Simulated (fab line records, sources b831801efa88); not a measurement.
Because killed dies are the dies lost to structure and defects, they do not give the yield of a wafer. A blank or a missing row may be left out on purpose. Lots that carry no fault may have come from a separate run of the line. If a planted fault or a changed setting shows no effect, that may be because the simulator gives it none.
What tool caused it?	flow sky130	route of 708 steps, sampled at 1 step: 6 lots, 18 wafers

WHAT THE GAUGES READ, wafer by wafer
SKY_METAL2_THK_MEAS_06: measures by xrf.
lot	measured	on	METAL2_ALCU_THK (nm)
L657	day 34 03:13	filmMetro-01	246 243 247
L659	day 35 02:29	filmMetro-01	247 244 250
L663	day 36 04:45	filmMetro-02	251 253 252
L674	day 39 12:01	filmMetro-04	248 248 250
L677	day 40 11:41	filmMetro-04	255 254 255
L679	day 41 03:22	filmMetro-02	254 258 253

WHAT TOOL EACH LOT RAN ON (gives the tool, then ch and the chambers of the sampled wafers, and finally the start)
The record shows no process step preceding these readings.

THE ANSWER, worked out from the rows above alone
Rule: usual is defined by the lots themselves. Put in order of their means at a reading, lots are off if they are a third of the lots or fewer, leave a main group of 4 or more, and stand apart from it by a gap of 3 or more times the standard deviation of the main group's means; of several such gaps the widest counts. If all means in a main group match to the digits the tables above print for the reading, that group is not used. A lot without any number at a reading at which 4 lots or more have one is off too. Where the step has rows for the other lots, those lots are counted as sound.
No lot is off at any reading shown: from this, nothing can be told.

WHAT WAS PUT IN BY THE SIMULATOR
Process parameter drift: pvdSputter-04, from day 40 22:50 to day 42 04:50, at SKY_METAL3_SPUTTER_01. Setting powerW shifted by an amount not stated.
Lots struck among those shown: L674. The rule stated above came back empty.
